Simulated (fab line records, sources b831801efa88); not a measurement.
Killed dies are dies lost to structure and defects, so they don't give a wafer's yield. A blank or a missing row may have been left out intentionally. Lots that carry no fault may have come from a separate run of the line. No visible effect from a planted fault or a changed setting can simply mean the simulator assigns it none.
The same fault as seen by 2 desks | flow sky130 | what lay behind the numbers comes last; until then each desk has only its own

## AT THE TOOL OWNER'S DESK: pvd_sputter-03
At SKY_METAL5_SPUTTER_04 (material TiN, target thk 70 nm, time 58.3 s) the tool's own readings: per lot run on this tool, the mean of the sampled wafers that have a number. The brackets show how far a lot's mean lies from the usual mean; more than 4 standard deviations puts the lot out of limits, marked OUT.
Columns: A = throttle_valve_pct at SKY_METAL5_SPUTTER_04, usual 30.1 %
lot  | first seen here | A
L347 | day 42 21:16    | 30.2
L349 | day 43 12:27    | 30.0
L351 | day 44 04:03    | 29.8
L361 | day 46 17:50    | 30.2
L362 | day 46 22:13    | 29.8
L364 | day 47 15:16    | 29.9
L366 | day 48 19:40    | 30.1
Result from this desk: across the 7 lots, nothing is out of limits.

## AT THE METROLOGY DESK
What the gauges read, lot by lot, whatever tool the lot ran on: means of the sampled wafers that have a number. The brackets show how far a lot's mean lies from the usual mean; more than 4 standard deviations puts the lot out of limits, marked OUT.
Columns: A = METAL5_ALCU_RS at SKY_METAL5_RS_MEAS_05, usual 0.0271 ohm/sq; B = METAL5_ALCU_THK at SKY_METAL5_THK_MEAS_06, usual 1141 nm
lot  | first seen here | A      | B
L347 | day 42 21:22    | 0.0275 | 1126
L348 | day 43 00:49    | 0.0274 | 1134
L349 | day 43 12:30    | 0.0270 | 1163
L350 | day 43 15:05    | 0.0269 | 1153
L351 | day 44 04:07    | 0.0269 | 1176
L359 | day 46 00:11    | 0.0274 | 1129
L361 | day 46 17:53    | 0.0271 | 1143
L362 | day 46 22:16    | 0.0275 | 1124
L364 | day 47 15:21    | 0.0270 | 1142
L366 | day 48 19:45    | 0.0269 | 1147
L365 | day 49 00:22    | 0.0271 | 1142
Result from this desk: across the 11 lots, nothing is out of limits.

## ALL TOGETHER
Nothing out of limits was seen by the tool owner's desk.
Metrology desk: nothing out of limits seen.

## WHAT THE SIMULATOR PUT IN
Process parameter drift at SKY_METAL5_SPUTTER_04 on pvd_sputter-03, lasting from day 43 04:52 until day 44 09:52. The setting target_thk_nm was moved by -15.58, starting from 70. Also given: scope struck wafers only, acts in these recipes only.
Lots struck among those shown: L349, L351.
